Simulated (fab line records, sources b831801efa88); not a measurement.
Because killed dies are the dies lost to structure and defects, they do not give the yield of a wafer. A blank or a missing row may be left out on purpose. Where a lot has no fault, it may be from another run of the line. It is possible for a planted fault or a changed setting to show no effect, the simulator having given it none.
A sampling plan put to the test :: flow gf180mcu :: one line in one fab, 10 faults in these records, each fault weighed on the records of the lots it struck
Plan = the line's own looks (route steps where a gauge or an inspection reads the wafer without altering it). A look can be judged if struck wafers have a number there and the file gives its usual mean and standard deviation on fault-free wafers. Caught: 4 or more of those standard deviations (sigma) separate the usual mean from the mean of the struck wafers at a look after the fault's first step. On the tool: here the same test is run on the tool's own readings at the fault's steps. A different recipe on the struck wafers counts as caught too, as does a record blank only for those wafers.

## THE FAULTS, as the simulator had put them in
1. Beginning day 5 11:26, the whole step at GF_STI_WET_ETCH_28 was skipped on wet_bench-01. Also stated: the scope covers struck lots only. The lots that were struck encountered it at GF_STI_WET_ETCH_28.
2. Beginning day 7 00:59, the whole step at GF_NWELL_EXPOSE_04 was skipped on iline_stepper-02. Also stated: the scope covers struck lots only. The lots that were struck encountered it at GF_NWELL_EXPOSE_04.
3. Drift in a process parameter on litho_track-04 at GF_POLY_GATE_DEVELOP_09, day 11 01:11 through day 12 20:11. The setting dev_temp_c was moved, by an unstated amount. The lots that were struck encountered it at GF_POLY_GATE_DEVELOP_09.
4. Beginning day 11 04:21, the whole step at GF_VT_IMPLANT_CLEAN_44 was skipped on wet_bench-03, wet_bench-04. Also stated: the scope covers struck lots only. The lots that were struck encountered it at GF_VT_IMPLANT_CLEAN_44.
5. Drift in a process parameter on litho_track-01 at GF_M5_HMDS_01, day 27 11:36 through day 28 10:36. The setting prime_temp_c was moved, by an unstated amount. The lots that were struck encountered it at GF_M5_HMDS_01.
6. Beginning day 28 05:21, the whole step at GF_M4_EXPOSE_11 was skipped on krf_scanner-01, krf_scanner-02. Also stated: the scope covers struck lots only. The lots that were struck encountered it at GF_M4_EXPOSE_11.
7. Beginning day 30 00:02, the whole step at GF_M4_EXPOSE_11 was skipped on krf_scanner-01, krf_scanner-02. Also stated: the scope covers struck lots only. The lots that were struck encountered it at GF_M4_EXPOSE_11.
8. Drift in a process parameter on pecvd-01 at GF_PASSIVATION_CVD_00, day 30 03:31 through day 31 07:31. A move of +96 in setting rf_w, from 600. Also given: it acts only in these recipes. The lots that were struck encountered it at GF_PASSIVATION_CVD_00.
9. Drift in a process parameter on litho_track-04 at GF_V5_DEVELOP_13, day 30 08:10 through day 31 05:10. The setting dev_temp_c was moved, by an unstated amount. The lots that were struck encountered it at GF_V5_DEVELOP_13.
10. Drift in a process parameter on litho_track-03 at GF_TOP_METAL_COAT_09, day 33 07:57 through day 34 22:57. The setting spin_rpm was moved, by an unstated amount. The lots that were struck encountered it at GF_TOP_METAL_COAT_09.

## WHAT THE PLAN SAW
fault: 1
on the tool itself: the tool's record is blank for the struck wafers
first look that catches it: none of the 2 looks that can be judged after it
reading, sigma: -
median hours from its first step to that look: -
hours from the fault's start to the first struck lot there: -
judged looks passed uncaught: 2

fault: 2
on the tool itself: no reading that can be judged
first look that catches it: none of the 2 looks that can be judged after it
reading, sigma: -
median hours from its first step to that look: -
hours from the fault's start to the first struck lot there: -
judged looks passed uncaught: 2

fault: 3
on the tool itself: developer_temp_C -8.3 sigma
first look that catches it: none of the 3 looks that can be judged after it
reading, sigma: -
median hours from its first step to that look: -
hours from the fault's start to the first struck lot there: -
judged looks passed uncaught: 3

fault: 4
on the tool itself: the tool's record is blank for the struck wafers
first look that catches it: no look after it can be judged
reading, sigma: -
median hours from its first step to that look: -
hours from the fault's start to the first struck lot there: -
judged looks passed uncaught: 0

fault: 5
on the tool itself: prime_temp_c -25 sigma
first look that catches it: no look after it can be judged
reading, sigma: -
median hours from its first step to that look: -
hours from the fault's start to the first struck lot there: -
judged looks passed uncaught: 0

fault: 6
on the tool itself: no reading that can be judged
first look that catches it: no look after it can be judged
reading, sigma: -
median hours from its first step to that look: -
hours from the fault's start to the first struck lot there: -
judged looks passed uncaught: 0

fault: 7
on the tool itself: no reading that can be judged
first look that catches it: no look after it can be judged
reading, sigma: -
median hours from its first step to that look: -
hours from the fault's start to the first struck lot there: -
judged looks passed uncaught: 0

fault: 8
on the tool itself: rf_fwd_power_W +50 sigma
first look that catches it: not the one look that can be judged after it
reading, sigma: -
median hours from its first step to that look: -
hours from the fault's start to the first struck lot there: -
judged looks passed uncaught: 1

fault: 9
on the tool itself: developer_temp_C +7.9 sigma
first look that catches it: not the one look that can be judged after it
reading, sigma: -
median hours from its first step to that look: -
hours from the fault's start to the first struck lot there: -
judged looks passed uncaught: 1

fault: 10
on the tool itself: spin_speed_rpm +30 sigma
first look that catches it: no look after it can be judged
reading, sigma: -
median hours from its first step to that look: -
hours from the fault's start to the first struck lot there: -
judged looks passed uncaught: 0
A dash: this means the fault isn't caught or the number doesn't appear in these records.

Caught at a look: 0 of 10. Caught on the tool: 7 of 10. By one or the other: 7 of 10.
Caught on the tool alone: faults 1, 3, 4, 5, 8, 9, 10.
Caught by neither: faults 2, 6, 7.
